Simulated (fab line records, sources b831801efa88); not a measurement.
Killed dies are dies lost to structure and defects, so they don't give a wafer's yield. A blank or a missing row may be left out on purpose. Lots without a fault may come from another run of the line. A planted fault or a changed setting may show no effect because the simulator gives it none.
Which tool did it? | flow sky130 | 13 lots, 39 wafers sampled, at 4 steps of a route of 708

WHAT THE GAUGES READ, wafer by wafer
SKY_FIELD_ISO_THK_MEAS_25. Usual: FIELD_ISO_CVD_24_THK 597 nm, standard deviation 8.1.
lot  | measured    | on            | FIELD_ISO_CVD_24_THK (nm) | flag
L148 | day 2 17:49 | film_metro-04 | 594 581 593               |
L149 | day 2 22:44 | film_metro-03 | 591 593 599               |
L150 | day 3 04:56 | film_metro-03 | 587 588 586               |
L152 | day 3 14:57 | film_metro-01 | 596 588 587               |
L153 | day 3 22:07 | film_metro-03 | 597 599 591               |
L155 | day 4 05:16 | film_metro-03 | 592 587 594               |
L156 | day 4 12:57 | film_metro-03 | 603 587 595               |
L157 | day 4 16:54 | film_metro-04 | 599 595 593               |
L159 | day 5 01:25 | film_metro-04 | 597 602 594               |
L160 | day 5 10:36 | film_metro-03 | 591 602 590               |
L163 | day 6 01:45 | film_metro-03 | 617 594 604               |
L164 | day 6 11:29 | film_metro-03 | 612 609 599               |
L168 | day 7 01:53 | film_metro-01 | 599 595 603               |

SKY_RES_PROTECT_TW_MEAS_08. Usual: POLY_GATE_TW 4009, standard deviation 31.
lot  | measured     | on            | POLY_GATE_TW   | flag
L148 | day 15 17:55 | film_metro-02 | 3981 3964 3974 |
L149 | day 15 22:12 | film_metro-02 | 3980 3998 3976 |
L150 | day 16 14:21 | film_metro-02 | 4006 3994 3977 |
L152 | day 17 05:56 | film_metro-02 | 3972 3976 3970 |
L153 | day 17 19:14 | film_metro-03 | 4019 4036 4024 |
L155 | day 18 04:47 | film_metro-03 | 4015 4009 3997 |
L156 | day 18 16:42 | film_metro-02 | 4019 4001 3999 |
L157 | day 19 01:24 | film_metro-02 | 3978 3987 3972 |
L159 | day 22 01:45 | film_metro-04 | 4067 4059 4080 |
L160 | day 22 17:58 | film_metro-03 | 4015 3996 4006 |
L163 | day 21 22:07 | film_metro-03 | 3991 3981 3985 |
L164 | day 25 03:10 | film_metro-02 | 4017 4002 4031 |
L168 | day 23 04:40 | film_metro-04 | 4048 4046 4034 |

WHICH TOOL RAN EACH LOT (tool, then ch and the chambers of the sampled wafers, then the start)
lot  | SKY_SONOS_ONO_STRIP_17               | SKY_GATE_OXIDE_OXIDATION_01
L148 | plasma_asher-01 ch 0,1, day 13 06:32 | furnace-02 ch 0, day 13 08:01
L149 | plasma_asher-04 ch 0,1, day 13 11:22 | furnace-01 ch 0, day 13 12:40
L150 | plasma_asher-03 ch 0,1, day 14 00:52 | furnace-01 ch 0, day 14 01:46
L152 | plasma_asher-03 ch 0,1, day 14 16:51 | furnace-01 ch 0, day 14 18:07
L153 | plasma_asher-04 ch 0,1, day 15 03:52 | furnace-02 ch 0, day 15 05:17
L155 | plasma_asher-04 ch 0,1, day 15 12:25 | furnace-01 ch 0, day 15 13:39
L156 | plasma_asher-01 ch 0,1, day 16 00:02 | furnace-01 ch 0, day 16 00:55
L157 | plasma_asher-01 ch 0,1, day 16 08:22 | furnace-02 ch 0, day 16 08:35
L159 | plasma_asher-04 ch 0,1, day 16 18:42 | furnace-01 ch 0, day 19 06:55
L160 | plasma_asher-04 ch 0,1, day 17 13:11 | furnace-02 ch 0, day 20 01:25
L163 | plasma_asher-01 ch 0,1, day 19 02:40 | furnace-02 ch 0, day 19 02:52
L164 | plasma_asher-03 ch 0,1, day 19 20:33 | furnace-01 ch 0, day 22 09:04
L168 | plasma_asher-01 ch 0,1, day 20 07:29 | furnace-02 ch 0, day 20 09:23
- SKY_SONOS_ONO_STRIP_17: strips in O2/N2.
- SKY_GATE_OXIDE_OXIDATION_01: stabilise 600 s, purge 300 s, target thk 10.268 nm.

WHAT THE TOOLS THEMSELVES READ (means of the sampled wafers that have a number; where no wafer has one, the mark that the record gives instead)
SKY_SONOS_ONO_STRIP_17. Usual: drypump_motor_current_A 5.49 A, standard deviation 0.2; oes_product_au 0.709 a.u., standard deviation 0.0046; strip_time_to_endpoint_s 14.09 s, standard deviation 0.042.
lot  | tool            | drypump_motor_current_A (A) | oes_product_au (a.u.) | strip_time_to_endpoint_s (s) | flag
L148 | plasma_asher-01 | 5.30                        | 0.710                 | 14.12                        |
L149 | plasma_asher-04 | 5.50                        | 0.710                 | 14.08                        |
L150 | plasma_asher-03 | 5.60                        | 0.709                 | 14.05                        |
L152 | plasma_asher-03 | 5.61                        | 0.709                 | 14.06                        |
L153 | plasma_asher-04 | 5.58                        | 0.704                 | 14.10                        |
L155 | plasma_asher-04 | 5.59                        | 0.707                 | 14.11                        |
L156 | plasma_asher-01 | 5.40                        | 0.714                 | 14.15                        |
L157 | plasma_asher-01 | 5.31                        | 0.712                 | 14.06                        |
L159 | plasma_asher-04 | 5.58                        | 0.709                 | 14.09                        |
L160 | plasma_asher-04 | 5.60                        | 0.715                 | 14.05                        |
L163 | plasma_asher-01 | 5.41                        | 0.710                 | 14.09                        |
L164 | plasma_asher-03 | 5.79                        | 0.709                 | 14.08                        |
L168 | plasma_asher-01 | 5.33                        | 0.708                 | 14.06                        |

SKY_GATE_OXIDE_OXIDATION_01. Usual: spike_tc_bottom_C 922.2 C, standard deviation 1.9; zone_power_top_pct 33.0 %, standard deviation 0.69; zone_power_upper_pct 17.1 %, standard deviation 0.46.
lot  | tool       | spike_tc_bottom_C (C) | zone_power_top_pct (%) | zone_power_upper_pct (%) | flag
L148 | furnace-02 | 925.1                 | 33.5                   | 17.3                     |
L149 | furnace-01 | 919.9                 | 32.2                   | 16.5                     |
L150 | furnace-01 | 920.2                 | 32.6                   | 16.7                     |
L152 | furnace-01 | 920.3                 | 32.4                   | 16.5                     |
L153 | furnace-02 | 923.6                 | 33.4                   | 17.4                     |
L155 | furnace-01 | 920.5                 | 32.4                   | 16.3                     |
L156 | furnace-01 | 920.0                 | 32.1                   | 16.6                     |
L157 | furnace-02 | 924.2                 | 33.0                   | 17.4                     |
L159 | furnace-01 | 919.6                 | 32.4                   | 16.6                     |
L160 | furnace-02 | 923.2                 | 33.5                   | 17.5                     |
L163 | furnace-02 | 923.9                 | 33.4                   | 17.5                     |
L164 | furnace-01 | 919.8                 | 32.5                   | 16.7                     |
L168 | furnace-02 | 923.0                 | 33.6                   | 17.6                     |

THE ANSWER, worked out from the rows above alone
Rule: a lot is off if the mean of its wafers that have a number lies more than 3 standard deviations from the usual mean. A lot without any number at a reading at which 4 lots or more have one is off too. The other lots that the step has rows for count as sound. The gauges are gone through in route order, then the tools' own readings, and for those a lot's mean is taken as printed above. The first step at which some lot is off is used, and at that step the reading that is off furthest; a lot without a number counts as furthest.
No lot is off at any reading shown: from this, nothing can be told.

WHAT THE SIMULATOR HAD PUT IN
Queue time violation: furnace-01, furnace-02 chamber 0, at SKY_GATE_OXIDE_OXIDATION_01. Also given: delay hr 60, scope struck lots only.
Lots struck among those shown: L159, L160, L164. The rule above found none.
